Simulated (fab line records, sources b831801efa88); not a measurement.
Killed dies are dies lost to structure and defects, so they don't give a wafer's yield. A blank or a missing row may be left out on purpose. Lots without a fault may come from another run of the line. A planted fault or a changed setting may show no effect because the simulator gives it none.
A struck lot beside a sound one | flow sky130 | 43 steps out of a route of 708
Sound: wafers L482.1, L482.5, L482.6. Struck: wafers L499.2, L499.4, L499.6. The cause comes at the end.
At each step with rows: each side's tool, then ch and its chambers, then its first start. Under that, the readings that differ: sound wafers | struck wafers | difference of the means | sigmas: that difference in standard deviations of wafers without a fault.
alike: readings whose means differ by less than 2 such deviations, and words and numbers that are the same on both sides. not compared: withheld readings, readings that some wafer has no value for, bounds like >300 that may hide the same value, and numbers for which the record gives no deviation and whose values overlap.
The two part at a step that has a row with sigmas, a row that says differs or no value, or rows on one side only. Numbers that don't overlap but have no deviation are shown without sigmas and don't part them. A reading that every wafer of one side lacks parts them only if that side has two wafers or more.

SKY_CAPM_THK_MEAS_04: measures by xrf.
  sound on film_metro-01, day 36 00:43; struck on film_metro-02, day 42 10:46
  reading           | sound             | struck            | difference | sigmas
  CAPM_TIN_THK (nm) | 202.0 200.4 199.9 | 194.2 195.4 192.4 | -6.8       | -3
then, 7 steps without rows for these wafers: SKY_CAPM_DEHYDRATE_05 (time 60 s); SKY_CAPM_HMDS_06 (prime time 60 s); SKY_CAPM_COAT_07 (resist thk 1140 nm); SKY_CAPM_SOFTBAKE_08 (time 60 s); SKY_CAPM_EXPOSE_09 (exposes mask CAPM, target cd 1000 nm); SKY_CAPM_PEB_10; SKY_CAPM_DEVELOP_11 (develop time 60 s).
SKY_CAPM_OVL_MEAS_12:
  sound on overlay-02, day 37 02:01; struck on overlay-02, day 43 08:37
  reading       | sound        | struck         | difference | sigmas
  CAPM_OVL (nm) | 0.6 0.9 -0.5 | -1.7 -4.6 -2.6 | -3.3       | -2
then, 1 step without rows for these wafers: SKY_CAPM_METAL_ETCH_13 (etches TiN in Cl2/BCl3, stops on SiO2, target depth 220 nm, time 62.9 s).
SKY_CAPM_STRIP_14: strips in O2/N2.
  sound on plasma_asher-02 ch 0,1, day 37 02:12; struck on plasma_asher-04 ch 0, day 43 08:44
  alike: drypump_motor_current_A, n2_flow_sccm, oes_product_au, strip_time_to_endpoint_s
  not compared: rf_hours_counter_h
then, 1 step without rows for these wafers: SKY_CAPM_STRIP_15 (strips in post etch residue remover, time 1200 s).
SKY_CAPM_CLEAN_16: cleans in IPA, time 180 s.
  sound on wet_bench-03 ch 0, day 37 02:38; struck on wet_bench-04 ch 2, day 43 09:10
then, 9 steps without rows for these wafers: SKY_CAPM_CLEAN_17 (cleans in O3/DIW); SKY_METAL3_DEHYDRATE_05 (time 60 s); SKY_METAL3_HMDS_06 (prime time 60 s); SKY_METAL3_COAT_07 (resist thk 60 nm); SKY_METAL3_COAT_08 (resist thk 1140 nm); SKY_METAL3_SOFTBAKE_09 (time 90 s); SKY_METAL3_EXPOSE_10 (exposes mask MM3, target cd 300 nm); SKY_METAL3_PEB_11; SKY_METAL3_DEVELOP_12 (develop time 58.83 s).
SKY_METAL3_CD_MEAS_13: target cd 300 nm.
  sound on cd_sem-01, day 38 04:18; struck on cd_sem-01, day 44 07:53
  alike: cd_nm
SKY_METAL3_OVL_MEAS_14:
  sound on overlay-01, day 38 04:25; struck on overlay-01, day 44 07:59
  alike: METAL3_OVL
SKY_METAL3_DESCUM_15: chemistry O2, time 8 s.
  sound on rie_metal-03 ch 0,1, day 38 04:27; struck on rie_metal-02 ch 0,1, day 44 08:01
  reading               | sound             | struck            | difference | sigmas
  oes_product_au (a.u.) | 1.012 1.012 1.018 | 0.990 0.995 0.999 | -0.019     | -2
  alike: drypump_motor_current_A
  not compared: rf_hours_counter_h
SKY_METAL3_ETCH_16: etches BARC in N2/H2, stops on SiO2, time 88.2 s, target depth 60 nm.
  sound on rie_metal-03 ch 0,1, day 38 04:29; struck on rie_metal-02 ch 0,1, day 44 08:03
  alike: drypump_motor_current_A, n2_flow_sccm, oes_product_au, throttle_valve_pct
  not compared: rf_hours_counter_h
then, 2 steps without rows for these wafers: SKY_METAL3_ETCH_17 (etches SiO2 in C4F8/O2/Ar, stops on TiN, time 3.9 s, target depth 15 nm); SKY_METAL3_METAL_ETCH_18 (etches the open film in Cl2/BCl3, stops on SiO2, target depth 845 nm, time 183.1 s).
SKY_METAL3_STRIP_19: strips in O2/N2.
  sound on plasma_asher-03 ch 0,1, day 38 04:47; struck on plasma_asher-03 ch 1, day 44 08:20
  alike: drypump_motor_current_A, n2_flow_sccm, oes_product_au, strip_time_to_endpoint_s
  not compared: rf_hours_counter_h
then, 4 steps without rows for these wafers: SKY_METAL3_STRIP_20 (strips in post etch residue remover, time 1200 s); SKY_METAL3_CLEAN_21 (cleans in IPA, time 180 s); SKY_METAL3_CLEAN_22 (cleans in O3/DIW); SKY_VIA3_HDPCVD_00 (deposits SiO2, target thk 1635 nm, time 272.5 s).
SKY_VIA3_THK_MEAS_01:
  sound on film_metro-02, day 38 05:33; struck on film_metro-03, day 44 09:15
  reading              | sound          | struck         | difference | sigmas
  VIA3_HDPCVD_THK (nm) | 1661 1673 1667 | 1623 1643 1601 | -45        | -3
SKY_VIA3_CMP_02: polishes SiO2.
  sound on cmp-02 ch 0,3, day 38 05:37; struck on cmp-01 ch 0,3, day 44 09:18
  alike: motor_current_A
SKY_VIA3_BOW_MEAS_03:
  sound on film_metro-04, day 38 05:55; struck on film_metro-02, day 44 09:37
  alike: VIA3_BOW
then, 6 steps without rows for these wafers: SKY_VIA3_DEHYDRATE_04 (time 60 s); SKY_VIA3_HMDS_05 (prime time 60 s); SKY_VIA3_COAT_06 (resist thk 60 nm); SKY_VIA3_COAT_07 (resist thk 450 nm); SKY_VIA3_SOFTBAKE_08 (time 90 s); SKY_VIA3_EXPOSE_09 (exposes mask VIM3, target cd 200 nm).
-- the record jumps here: 6 days lie between the struck wafers' starts before and after (it left off in module VIA3 and takes up again in module PAD_OPEN, whose first step shown is number 708 of the route) --
SKY_PAD_OPEN_PROBE_99:
  sound on prober-02, day 45 10:07; struck on prober-01, day 50 10:46
  reading                               | sound              | struck                                                                     | difference                   | sigmas
  hold                                  | - - -              | await_dispo/1.3h/release await_dispo/1.3h/release await_dispo/1.3h/release | no value on the sound wafers |
  defect_limited_yield (%)              | 82.3 82.5 81.9     | 73.2 78.5 75.6                                                             | -6.5                         | -3
  killed_at_other                       | 2 0 2              | 54 51 53                                                                   | +51                          | +80
  killed_dies                           | 87 86 89           | 132 106 120                                                                | +32                          | +3
  sort_bin_3_pad_short (%)              | 0.6 0.8 0.8        | 3.0 3.9 3.5                                                                | +2.7                         | +7
  sort_bin_5_function (%)               | 9.8 9.6 9.8        | 15.9 13.4 15.0                                                             | +5.0                         | +4
  sort_n_pass                           | 405 406 403        | 360 386 372                                                                | -32                          | -3
  sort_yield_pct (%)                    | 82.3 82.5 81.9     | 73.2 78.5 75.6                                                             | -6.5                         | -3
  model.etest.tester.sort_n_pass        | 405 406 403        | 360 386 372                                                                | -32                          |
  model.etest.tester.sort_yield_pct (%) | 82.32 82.52 81.91  | 73.17 78.46 75.61                                                          | -6.50                        |
  model.etest.tester.sort_bin_5_pct (%) | 9.756 9.553 9.756  | 15.85 13.41 15.04                                                          | +5.08                        |
  model.etest.tester.sort_bin_3_pct (%) | 0.6098 0.813 0.813 | 3.049 3.862 3.455                                                          | +2.710                       |
  alike: killed_at_M0_to_M3, killed_at_M4_up, killed_at_contacts, killed_at_front_end, killed_open, killed_short, sort_bin_6_memory

WHERE THEY PART
First at SKY_CAPM_THK_MEAS_04; last, within this record, at SKY_PAD_OPEN_PROBE_99.

WHY: what the simulator had put in
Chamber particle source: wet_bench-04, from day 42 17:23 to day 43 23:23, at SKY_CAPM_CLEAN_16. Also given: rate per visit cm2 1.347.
